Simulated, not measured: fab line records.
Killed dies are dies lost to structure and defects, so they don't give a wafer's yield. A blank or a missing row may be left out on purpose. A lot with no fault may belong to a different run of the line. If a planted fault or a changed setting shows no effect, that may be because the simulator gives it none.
fab line records | flow sky130 | part 2 of 2: steps 32 to 38 of 38
record lots=5 | wafers=15 | last_day=49
route steps=708 shown GATE_OXIDE@197 POLY_GATE@204 RES_PROTECT@206
lots with no fault: from the same line, run without faults
start_h: hours from the record's opening day to when the first of the lot's shown wafers began | wait_h: how many hours have passed since the lot's step before this one | " as in the row above | L1.1+2: several wafers, shown together as one row | - value missing, or start not given | * or withheld: withheld | < > ~ a bound
route shown NAME@n: NAME is a module with steps in the file, n the number in the route of the first one | usual: average and standard deviation across the fault-free wafers | same: alike in all rows | chamber/n: place in a boat | sites: readings site by site | _std_site: the standard deviation of these | _edge_site: mean of outer sites minus mean of inner sites | radius_mm: how far each site lies from the wafer's centre | mask NAME#n: copy n | behind: the most recent tool/chamber to have shaped the wafer | hold: why the lot was held/for how many hours/how that ended | device: whichever transistor did not switch (one of n, p or np) | end of line: tests run on the same wafers once the route is complete | for a step that has no rows: nothing shown but its recipe | killed: the dies lost at the first sort to structure and to defects; this is not the yield of the wafer | map: shows each die of a wafer: x if killed, . if not, _ if none is there
set.NAME: the setting as run; set.NAME@STEP: as run at that earlier step | model.NAME: the simulator's own value behind a step, which no gauge read
lots seen at some steps along the route; tables by step, rows by wafer
services: from which hour (start_h, from the record's first day; less than 0 if before it) a tool's chamber was out of use, for how many hours, and why
## steps
# step SKY_POLY_GATE_OVL_MEAS_14
# usual POLY_GATE_OVL=1/5
lot.wafer | tool       | chamber | start_h | wait_h | POLY_GATE_OVL[nm]
L074.1    | overlay-01 | -       | 372.90  | 0.1    | -5
L074.3    | "          | -       | "       | "      | -4
L074.4    | "          | -       | "       | "      | -1
L077.1    | overlay-01 | -       | 404.45  | 0.1    | 1
L077.4    | "          | -       | "       | "      | 3
L077.5    | "          | -       | "       | "      | -1
L078.1    | overlay-01 | -       | 404.80  | 0.1    | 6
L078.4    | "          | -       | "       | "      | 5
L078.6    | "          | -       | "       | "      | 4
L086.2    | overlay-02 | -       | 478.14  | 0.1    | 3
L086.3    | "          | -       | "       | "      | 11
L086.6    | "          | -       | "       | "      | -4
L091.2    | overlay-01 | -       | 516.79  | 0.1    | 0
L091.4    | "          | -       | "       | "      | 0
L091.5    | "          | -       | "       | "      | 3
# step SKY_POLY_GATE_ETCH_15
# recipe chemistry=N2/H2 | target=BARC | ion_energy_ev=200 | source_w=500 | bias_w=100 | pressure_mtorr=30 | n2_flow_sccm=100 | h2_flow_sccm=200 | stop_on=SiO2 | time_s=118.5 | target_depth_a=1100
# usual drypump_motor_current_A=5.6/0.46 | oes_product_au=0.716/0.0049 | throttle_valve_pct=13.213/0.009
lot.wafer | tool        | chamber | start_h | wait_h | drypump_motor_current_A | oes_product_au | rf_hours_counter_h | throttle_valve_pct
L074.1    | rie_diel-02 | 2       | 372.93  | 0.0    | 5.3                     | 0.722          | 22                 | 13.212
L074.3    | "           | 3       | "       | "      | 6.2                     | 0.717          | 24                 | 13.223
L074.4    | "           | 1       | "       | "      | 5.2                     | 0.716          | 96                 | 13.209
L077.1    | rie_diel-01 | 3       | 404.48  | 0.0    | 5.2                     | 0.721          | 63                 | 13.213
L077.4    | "           | 1       | "       | "      | 5.6                     | 0.715          | 80                 | 13.215
L077.5    | "           | 3       | "       | "      | 5.2                     | 0.716          | -                  | 13.229
L078.1    | rie_diel-04 | 2       | 404.83  | 0.0    | 5.7                     | 0.715          | 7                  | 13.208
L078.4    | "           | 2       | "       | "      | 5.7                     | 0.720          | -                  | 13.222
L078.6    | "           | 3       | "       | "      | 6.1                     | 0.713          | -                  | 13.211
L086.2    | rie_diel-01 | 3       | 478.17  | 0.0    | 5.2                     | 0.717          | 64                 | 13.213
L086.3    | "           | 2       | "       | "      | 4.9                     | 0.711          | 4                  | 13.208
L086.6    | "           | 2       | "       | "      | 4.9                     | 0.722          | -                  | 13.237
L091.2    | rie_diel-01 | 1       | 516.82  | 0.0    | 5.6                     | 0.709          | 82                 | 13.207
L091.4    | "           | 0       | "       | "      | 6.0                     | 0.722          | 9                  | 13.232
L091.5    | "           | 2       | "       | "      | 4.9                     | 0.706          | -                  | 13.211
# step SKY_POLY_GATE_ETCH_16
# recipe stop_on=poly-Si | chemistry=CH3F/O2 | target=Si3N4 | source_w=400 | bias_w=80 | pressure_mtorr=25 | ch3f_flow_sccm=40 | O2_flow_sccm=30 | time_s=147.5 | target_depth_a=750
# usual drypump_motor_current_A=5.6/0.46 | oes_product_au=0.639/0.0048 | throttle_valve_pct=10.535/0.009
lot.wafer | tool        | chamber | start_h | wait_h | drypump_motor_current_A | oes_product_au | rf_hours_counter_h | throttle_valve_pct
L074.1    | rie_diel-02 | 2       | 373.01  | 0.0    | 5.3                     | 0.637          | 23                 | 10.539
L074.3    | "           | 3       | "       | "      | 6.2                     | 0.634          | 24                 | 10.546
L074.4    | "           | 1       | "       | "      | 5.2                     | 0.641          | 96                 | 10.532
L077.1    | rie_diel-01 | 3       | 404.56  | 0.0    | 5.2                     | 0.641          | 63                 | 10.520
L077.4    | "           | 1       | "       | "      | 5.6                     | 0.642          | 80                 | 10.535
L077.5    | "           | 3       | "       | "      | 5.2                     | 0.656          | -                  | 10.531
L078.1    | rie_diel-04 | 2       | 404.91  | 0.0    | 5.7                     | 0.643          | 7                  | 10.537
L078.4    | "           | 2       | "       | "      | 5.7                     | 0.647          | -                  | 10.540
L078.6    | "           | 3       | "       | "      | 6.2                     | 0.640          | -                  | 10.531
L086.2    | rie_diel-01 | 3       | 478.25  | 0.0    | 5.2                     | 0.646          | 64                 | 10.536
L086.3    | "           | 2       | "       | "      | 4.9                     | 0.634          | 4                  | 10.540
L086.6    | "           | 2       | "       | "      | 4.9                     | 0.645          | -                  | 10.530
L091.2    | rie_diel-01 | 1       | 516.90  | 0.0    | 5.6                     | 0.638          | 82                 | 10.534
L091.4    | "           | 0       | "       | "      | 6.0                     | 0.635          | 9                  | 10.546
L091.5    | "           | 2       | "       | "      | 4.9                     | 0.643          | -                  | 10.536
# step SKY_POLY_GATE_ETCH_17
# recipe target_depth_nm=180 | stop_on=SiO2 | over_etch_frac=0.56667 | chemistry=HBr/Cl2 | target=poly-Si | icp_w=400 | bias_w=100 | pressure_mtorr=10 | HBr_flow_sccm=150 | Cl2_flow_sccm=50 | time_s=70.5
# usual drypump_motor_current_A=5.4/0.38 | mfc_cl2_sccm=49.99/0.15 | oes_product_au=0.987/0.0074 | throttle_valve_pct=33.685/0.0092
lot.wafer | tool      | chamber | start_h | wait_h | drypump_motor_current_A | mfc_cl2_sccm | oes_product_au | rf_hours_counter_h | throttle_valve_pct
L074.1    | rie_si-02 | 1       | 373.11  | 0.0    | 5.4                     | 49.99        | 0.994          | 75                 | 33.703
L074.3    | "         | 3       | "       | "      | 5.2                     | 50.21        | 0.970          | 82                 | 33.685
L074.4    | "         | 0       | "       | "      | 5.7                     | 49.94        | 0.987          | 0                  | 33.685
L077.1    | rie_si-01 | 1       | 404.66  | 0.0    | 4.9                     | 50.07        | 0.977          | 1                  | 33.680
L077.4    | "         | 2       | "       | "      | 4.7                     | 50.03        | 0.988          | 0                  | 33.671
L077.5    | "         | 2       | "       | "      | 4.8                     | 49.92        | 0.992          | -                  | 33.700
L078.1    | rie_si-02 | 2       | 405.01  | 0.0    | 5.3                     | 50.07        | 0.991          | 3                  | 33.690
L078.4    | "         | 2       | "       | "      | 5.3                     | 49.92        | 0.992          | -                  | 33.680
L078.6    | "         | 0       | "       | "      | 5.7                     | 50.09        | 0.994          | -                  | 33.681
L086.2    | rie_si-02 | 2       | 478.35  | 0.0    | 5.3                     | 49.93        | 0.996          | 3                  | 33.683
L086.3    | "         | 3       | "       | "      | 5.2                     | 49.66        | 0.990          | 1                  | 33.687
L086.6    | "         | 0       | "       | "      | 5.7                     | 49.91        | 1.005          | -                  | 33.691
L091.2    | rie_si-01 | 2       | 517.00  | 0.0    | 4.8                     | 49.89        | 0.992          | 1                  | 33.691
L091.4    | "         | 3       | "       | "      | 6.2                     | 50.03        | 0.996          | 3                  | 33.685
L091.5    | "         | 1       | "       | "      | 4.9                     | 49.75        | 0.994          | -                  | 33.702
# step SKY_POLY_GATE_STRIP_18
# recipe chemistry=O2/N2 | power_w=1400 | pressure_mtorr=1500 | platen_temp_c=withheld | o2_flow_sccm=3000 | n2_flow_sccm=300 | overash_fraction=0.5
# usual drypump_motor_current_A=5.56/0.21 | oes_product_au=0.361/0.0043 | strip_time_to_endpoint_s=3.17/0.038
# same overash_fraction=0.5
lot.wafer | tool            | chamber | start_h | wait_h | drypump_motor_current_A | oes_product_au | rf_hours_counter_h | strip_time_to_endpoint_s
L074.1    | plasma_asher-02 | 1       | 373.17  | 0.0    | 5.57                    | 0.361          | 25                 | 3.18
L074.3    | "               | 1       | "       | "      | 5.57                    | 0.366          | -                  | 3.20
L074.4    | "               | 0       | "       | "      | 5.43                    | 0.358          | -                  | 3.20
L077.1    | plasma_asher-02 | 1       | 404.72  | 0.0    | 5.57                    | 0.351          | 28                 | 3.21
L077.4    | "               | 1       | "       | "      | 5.56                    | 0.360          | -                  | 3.12
L077.5    | "               | 0       | "       | "      | 5.43                    | 0.362          | -                  | 3.18
L078.1    | plasma_asher-01 | 0       | 405.07  | 0.0    | 5.55                    | 0.364          | 75                 | 3.21
L078.4    | "               | 0       | "       | "      | 5.54                    | 0.357          | -                  | 3.19
L078.6    | "               | 0       | "       | "      | 5.54                    | 0.370          | -                  | 3.21
L086.2    | plasma_asher-01 | 1       | 478.40  | 0.0    | 6.05                    | 0.364          | 5                  | 3.12
L086.3    | "               | 1       | "       | "      | 6.07                    | 0.357          | -                  | 3.11
L086.6    | "               | 0       | "       | "      | 5.55                    | 0.361          | -                  | 3.11
L091.2    | plasma_asher-02 | 0       | 517.05  | 0.0    | 5.41                    | 0.354          | 40                 | 3.12
L091.4    | "               | 0       | "       | "      | 5.44                    | 0.357          | -                  | 3.12
L091.5    | "               | 1       | "       | "      | 5.59                    | 0.357          | -                  | 3.16
# step SKY_POLY_GATE_CLEAN_19
# recipe chemistry=SC1/SC2 | mix=1:4:20 | temp_c=70 | time_s=150 | dry=n2_spin
lot.wafer  | tool         | chamber | start_h | wait_h
L074.1+3+4 | wet_bench-02 | 0       | 373.27  | 0.1
L077.1+4+5 | wet_bench-03 | 0       | 404.89  | 0.1
L078.1+4+6 | wet_bench-02 | 1       | 405.17  | 0.1
L086.2+3+6 | wet_bench-02 | 3       | 478.50  | 0.1
L091.2+4+5 | wet_bench-02 | 1       | 517.15  | 0.1
# step SKY_POLY_GATE_OXIDATION_20
# recipe temp_c=850 | ambient=O2 | stabilise_s=600 | purge_s=300 | target_thk_a=40 | ox_time_s=899
# usual spike_tc_centre_C=851.2/1.1 | spike_tc_upper_C=849.6/0.98
lot.wafer | tool       | chamber | start_h | wait_h | spike_tc_centre_C | spike_tc_upper_C
L074.1    | furnace-01 | 0       | 374.73  | 1.4    | 852.4             | 851.1
L074.3    | "          | 0       | "       | "      | 852.5             | 851.4
L074.4    | "          | 0       | "       | "      | 852.7             | 849.3
L077.1    | furnace-01 | 0       | 404.94  | 0.0    | 851.3             | 851.2
L077.4    | "          | 0       | "       | "      | 851.3             | 849.2
L077.5    | "          | 0       | "       | "      | 851.5             | 849.7
L078.1    | furnace-01 | 0       | 407.59  | 2.4    | 851.3             | 851.3
L078.4    | "          | 0       | "       | "      | 851.1             | 850.3
L078.6    | "          | 0       | "       | "      | 852.2             | 850.5
L086.2    | furnace-02 | 0       | 478.60  | 0.0    | 850.1             | 847.8
L086.3    | "          | 0       | "       | "      | 851.2             | 850.0
L086.6    | "          | 0       | "       | "      | 852.3             | 849.1
L091.2    | furnace-02 | 0       | 517.20  | 0.0    | 850.4             | 847.6
L091.4    | "          | 0       | "       | "      | 850.2             | 848.9
L091.5    | "          | 0       | "       | "      | 851.6             | 848.0
## services
tool            | chamber | start_h | hours | kind
furnace-01      | -       | 283.13  | 3.3   | pm
furnace-02      | -       | 286.77  | 4.9   | pm
rie_si-02       | 0       | 288.17  | 1.7   | repair
furnace-02      | -       | 291.69  | 2.6   | pm
lpcvd-01        | -       | 293.09  | 6.0   | pm
rie_si-02       | 2       | 315.04  | 2.2   | repair
krf_scanner-02  | -       | 332.30  | 0.8   | pm
plasma_asher-03 | -       | 337.01  | 2.8   | pm
krf_scanner-02  | -       | 337.32  | 1.3   | pm
plasma_asher-02 | -       | 345.39  | 1.0   | repair
rie_diel-01     | 2       | 359.92  | 5.6   | repair
rie_diel-01     | 1       | 360.18  | 5.2   | repair
rie_si-02       | 1       | 361.21  | 2.6   | repair
krf_scanner-02  | -       | 364.67  | 11.6  | pm
krf_scanner-02  | -       | 386.06  | 1.8   | repair
implanter-04    | -       | 393.68  | 3.7   | pm
krf_scanner-02  | -       | 408.39  | 1.0   | pm
wet_bench-02    | -       | 410.61  | 3.3   | repair
rie_si-02       | -       | 416.49  | 0.6   | repair
lpcvd-01        | -       | 440.80  | 0.6   | repair
furnace-02      | -       | 452.71  | 4.0   | pm
implanter-04    | -       | 454.91  | 3.1   | repair
implanter-04    | -       | 483.17  | 2.2   | pm
wet_bench-03    | -       | 508.84  | 61.3  | pm
